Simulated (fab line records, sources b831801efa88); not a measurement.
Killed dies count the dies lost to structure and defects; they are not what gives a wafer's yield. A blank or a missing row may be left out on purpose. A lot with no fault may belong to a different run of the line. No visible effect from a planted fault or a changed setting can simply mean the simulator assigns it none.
Chamber matching :: flow gf180mcu :: 4 sister chambers for GF_HV_LDD_ETCHBACK_58 on rieDiel-01
The step etches Si3N4 in CH3F/O2, stops on SiO2, time 100 s, target depth 90 nm. 8 wafers are shown with their chamber, then 8 later ones without.

== WAFERS WITH THEIR CHAMBER ==
wafer: L430.3
chamber: 3
drypumpMotorCurrentA (A): 6.0
oesProductAu (a.u.): 0.847

wafer: L430.5
chamber: 3
drypumpMotorCurrentA (A): 5.9
oesProductAu (a.u.): 0.847

wafer: L433.5
chamber: 2
drypumpMotorCurrentA (A): 6.2
oesProductAu (a.u.): 0.836

wafer: L434.4
chamber: 0
drypumpMotorCurrentA (A): 5.8
oesProductAu (a.u.): 0.854

wafer: L447.1
chamber: 0
drypumpMotorCurrentA (A): 5.8
oesProductAu (a.u.): 0.837

wafer: L447.5
chamber: 2
drypumpMotorCurrentA (A): 6.2
oesProductAu (a.u.): 0.841

wafer: L447.6
chamber: 1
drypumpMotorCurrentA (A): 6.3
oesProductAu (a.u.): 0.843

wafer: L449.1
chamber: 1
drypumpMotorCurrentA (A): 6.3
oesProductAu (a.u.): 0.843

== WAFERS MISSING THEIR CHAMBER ==
wafer: L449.2
drypumpMotorCurrentA (A): 6.0
oesProductAu (a.u.): 0.848

wafer: L449.6
drypumpMotorCurrentA (A): 5.8
oesProductAu (a.u.): 0.846

wafer: L451.2
drypumpMotorCurrentA (A): 5.8
oesProductAu (a.u.): 0.838

wafer: L451.3
drypumpMotorCurrentA (A): 6.0
oesProductAu (a.u.): 0.840

wafer: L451.4
drypumpMotorCurrentA (A): 6.2
oesProductAu (a.u.): 0.847

wafer: L453.1
drypumpMotorCurrentA (A): 6.3
oesProductAu (a.u.): 0.844

wafer: L453.2
drypumpMotorCurrentA (A): 5.8
oesProductAu (a.u.): 0.840

wafer: L453.3
drypumpMotorCurrentA (A): 6.0
oesProductAu (a.u.): 0.843

== THE CHAMBER EACH PASSED THROUGH ==
wafer: L449.2
from the rows above: 3
in truth: 3

wafer: L449.6
from the rows above: 0
in truth: 0

wafer: L451.2
from the rows above: 0
in truth: 0

wafer: L451.3
from the rows above: 3
in truth: 3

wafer: L451.4
from the rows above: can't be placed: 2 or 1
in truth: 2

wafer: L453.1
from the rows above: 1
in truth: 1

wafer: L453.2
from the rows above: 0
in truth: 0

wafer: L453.3
from the rows above: 3
in truth: 3
7 of 8 placed correctly. Cannot be placed on the basis of these rows: 1; the candidates contain the true chamber in 1. Wrongly placed: 0.
How it was worked out, from the rows above alone: a wafer's distance from a chamber is the root of the sum, over the readings, of the square of ((its reading less the chamber's mean) divided by the reading's scatter). The wafer belongs to the nearest chamber; if the next one is less than 2 further off, it can't be placed. Each chamber's mean is taken over the wafers shown for it. The scatter is the square root of a quotient: the sum, over the shown wafers, of each reading's squared deviation from its chamber's mean, divided by wafers minus chambers.
